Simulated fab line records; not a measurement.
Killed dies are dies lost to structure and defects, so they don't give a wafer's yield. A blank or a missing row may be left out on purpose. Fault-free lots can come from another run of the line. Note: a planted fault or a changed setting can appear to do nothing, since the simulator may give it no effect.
Matching of chambers / flow sky130 / 4 sister chambers for SKY_VIA1_ETCH_15 on rieDiel-04
The step etches SiO2 in C4F8/O2/Ar, stops on TiN, target depth 351 nm, time 54 s. 4 wafers are shown with their chamber, then 11 later ones without.

== WAFERS PAIRED WITH THEIR CHAMBERS ==
wafer=L087.1; chamber=0; oesProductAu (a.u.)=0.985
wafer=L087.5; chamber=2; oesProductAu (a.u.)=0.985
wafer=L087.6; chamber=3; oesProductAu (a.u.)=0.985
wafer=L089.2; chamber=1; oesProductAu (a.u.)=0.985

== WAFERS MISSING THEIR CHAMBER ==
wafer=L089.3; oesProductAu (a.u.)=0.983
wafer=L089.5; oesProductAu (a.u.)=0.968
wafer=L093.1; oesProductAu (a.u.)=0.970
wafer=L093.4; oesProductAu (a.u.)=0.989
wafer=L093.5; oesProductAu (a.u.)=0.976
wafer=L095.1; oesProductAu (a.u.)=0.974
wafer=L095.5; oesProductAu (a.u.)=0.974
wafer=L095.6; oesProductAu (a.u.)=0.969
wafer=L096.2; oesProductAu (a.u.)=0.983
wafer=L096.4; oesProductAu (a.u.)=0.979
wafer=L096.6; oesProductAu (a.u.)=0.973

== THE CHAMBER EACH PASSED THROUGH ==
wafer=L089.3; from the rows above=can't be placed: 0 or 1 or 2 or 3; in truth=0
wafer=L089.5; from the rows above=can't be placed: 0 or 1 or 2 or 3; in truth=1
wafer=L093.1; from the rows above=can't be placed: 0 or 1 or 2 or 3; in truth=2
wafer=L093.4; from the rows above=can't be placed: 0 or 1 or 2 or 3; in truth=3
wafer=L093.5; from the rows above=can't be placed: 0 or 1 or 2 or 3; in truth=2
wafer=L095.1; from the rows above=can't be placed: 0 or 1 or 2 or 3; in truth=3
wafer=L095.5; from the rows above=can't be placed: 0 or 1 or 2 or 3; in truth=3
wafer=L095.6; from the rows above=can't be placed: 0 or 1 or 2 or 3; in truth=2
wafer=L096.2; from the rows above=can't be placed: 0 or 1 or 2 or 3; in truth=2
wafer=L096.4; from the rows above=can't be placed: 0 or 1 or 2 or 3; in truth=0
wafer=L096.6; from the rows above=can't be placed: 0 or 1 or 2 or 3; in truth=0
Correct placement for 0 of the 11. From these rows, 11 cannot be placed; in 11 the true chamber is one of the candidates. 0 placed wrongly.
How it was worked out, from the rows above alone: a wafer's distance from a chamber is the root of the sum, over the readings, of the square of ((its reading less the chamber's mean) divided by the reading's scatter). If the next closest chamber is less than 2 further off than the closest, the wafer can't be placed; otherwise it belongs to the closest. For every chamber, the mean is computed from those of its wafers that are shown. The scatter: root of mean squared gap, hidden wafer to nearest shown wafer, with one shown wafer a chamber.
